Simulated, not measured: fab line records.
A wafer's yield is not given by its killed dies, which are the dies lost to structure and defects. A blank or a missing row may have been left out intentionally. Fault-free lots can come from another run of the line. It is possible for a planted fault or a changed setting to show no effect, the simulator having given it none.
A struck lot beside a sound one + flow gf180mcu + 25 steps out of a route of 602
Sound: wafers L971.1, L971.4, L971.6. Wafers struck: L962.1, L962.2, L962.5. The cause is given at the end.
Order at every step that has rows: each side's tool, ch and its chambers, its first start. Under that, the readings that differ: sound wafers + struck wafers + difference of the means + sigmas: that difference in standard deviations of wafers without a fault.
alike: readings with means less than 2 such deviations apart, plus words and numbers identical on both sides. not compared: withheld readings, readings lacking a value on some wafer, bounds such as >300 that could conceal the same value, and numbers that have no deviation in the record and whose values overlap.
A row with sigmas, a row that says differs or no value, or rows on one side alone: a step with any of these is where the two part. Non-overlapping numbers with no deviation appear without sigmas and do not part them. A reading that every wafer of one side lacks parts them only if that side has two wafers or more.

first, 3 steps without rows for these wafers: GF_V2_STRIP_19 (strips in post etch residue remover, time 1200 s); GF_V2_CLEAN_20 (cleans in DIW); GF_V2_SPUTTER_21 (material Ti, target thk 15 nm, time 80.02 s).
GF_V2_SPUTTER_22: material TiN, target thk 10 nm, time 40 s.
  struck on pvd_sputter-02, day 22 08:49; sound on pvd_sputter-03, day 25 05:35
  alike: cathode_dc_power_W, chamber_pressure_pa, throttle_valve_pct
GF_V2_CVD_23: deposits W, target thk 350 nm, time 104.94 s.
  sound on cvd_w-02 ch 0,1, day 25 05:37; struck on cvd_w-02 ch 0,1, day 22 08:52
  alike: chamber_pressure_Torr, heater_power_w
GF_V2_RS_MEAS_24: measures by four-point-probe.
  struck on film_metro-01, day 22 08:58; sound on film_metro-03, day 25 05:44
  alike: V2_W_RS
GF_V2_THK_MEAS_25: measures by xrf.
  struck on film_metro-01, day 22 09:05; sound on film_metro-03, day 25 05:51
| reading       | sound       | struck      | difference | sigmas |
|---------------|-------------|-------------|------------|--------|
| V2_W_THK (nm) | 365 367 363 | 356 352 353 | -11        | -2     |
GF_V2_CMP_26: polishes, stops on SiO2, t overpolish 15 s, target thk 0 nm.
  sound on cmp-02 ch 0,2, day 25 05:58; struck on cmp-01 ch 1,3, day 22 09:12
  alike: motor_current_A, overpolish_run_s, time_to_endpoint_s
then, 2 steps without rows for these wafers: GF_M3_SPUTTER_00 (material Ti, target thk 37.5 nm, time 150 s); GF_M3_SPUTTER_01 (material TiN, target thk 30 nm, time 25 s).
GF_M3_SPUTTER_02: material AlCu, target thk 450 nm, time 23.9 s.
  struck on pvd_sputter-01, day 22 09:35; sound on pvd_sputter-01, day 25 06:20
  alike: cathode_dc_power_W, chamber_pressure_pa, throttle_valve_pct
GF_M3_SPUTTER_03: material Ti, target thk 10 nm, time 6.7 s.
  struck on pvd_sputter-01, day 22 09:37; sound on pvd_sputter-01, day 25 06:22
  alike: cathode_dc_power_W, chamber_pressure_pa, throttle_valve_pct
GF_M3_SPUTTER_04: material TiN, target thk 50 nm, time 41.7 s.
  struck on pvd_sputter-01, day 22 09:38; sound on pvd_sputter-01, day 25 06:24
  no value came back on the struck wafers for cathode_dc_power_W (W), chamber_pressure_pa (Pa), throttle_valve_pct (%); on the sound wafers cathode_dc_power_W (W) reads 6499.1 6499.7 6500.8
GF_M3_THK_MEAS_06: measures by xrf.
  struck on film_metro-04, day 22 09:47; sound on film_metro-04, day 25 06:33
| reading          | sound       | struck      | difference | sigmas |
|------------------|-------------|-------------|------------|--------|
| M3_ALCU_THK (nm) | 430 435 430 | 493 488 492 | +59        | +12    |
then, 7 steps without rows for these wafers: GF_M3_DEHYDRATE_07 (time 60 s); GF_M3_HMDS_08 (prime time 60 s); GF_M3_COAT_09 (resist thk 1000 nm); GF_M3_SOFTBAKE_10 (time 60 s); GF_M3_EXPOSE_11 (exposes mask Metal3, target cd 280 nm); GF_M3_PEB_12 (peb time 90 s); GF_M3_DEVELOP_13 (develop time 60 s).
GF_M3_CD_MEAS_14: target cd 280 nm.
  struck on cd_sem-01, day 23 08:50; sound on cd_sem-02, day 26 03:47
  alike: cd_nm
GF_M3_OVL_MEAS_15:
  struck on overlay-02, day 23 08:57; sound on overlay-01, day 26 03:54
  alike: M3_OVL
GF_M3_METAL_ETCH_16: etches the open film in Cl2/BCl3, stops on SiO2, target depth 627.5 nm, time 104.6 s.
  sound on rie_metal-03 ch 0, day 26 03:56; struck on rie_metal-04 ch 0,1, day 23 08:59
| reading                     | sound                | struck               | difference | sigmas |
|-----------------------------|----------------------|----------------------|------------|--------|
| drypump_motor_current_A (A) | 6.41 6.42 6.39       | 5.70 5.96 5.95       | -0.54      | -2     |
| oes_product_au (a.u.)       | 0.970 0.973 0.969    | 0.992 0.988 0.991    | +0.020     | +3     |
| throttle_valve_pct (%)      | 28.271 28.256 28.241 | 28.237 28.235 28.218 | -0.026     | -3     |
  not compared: rf_hours_counter_h
then, 1 step without rows for these wafers: GF_M3_STRIP_17 (strips in O2/N2).

== WHERE THEY PART ==
First at GF_V2_THK_MEAS_25; last, within this record, at GF_M3_METAL_ETCH_16.

WHY: whatever the simulator had introduced
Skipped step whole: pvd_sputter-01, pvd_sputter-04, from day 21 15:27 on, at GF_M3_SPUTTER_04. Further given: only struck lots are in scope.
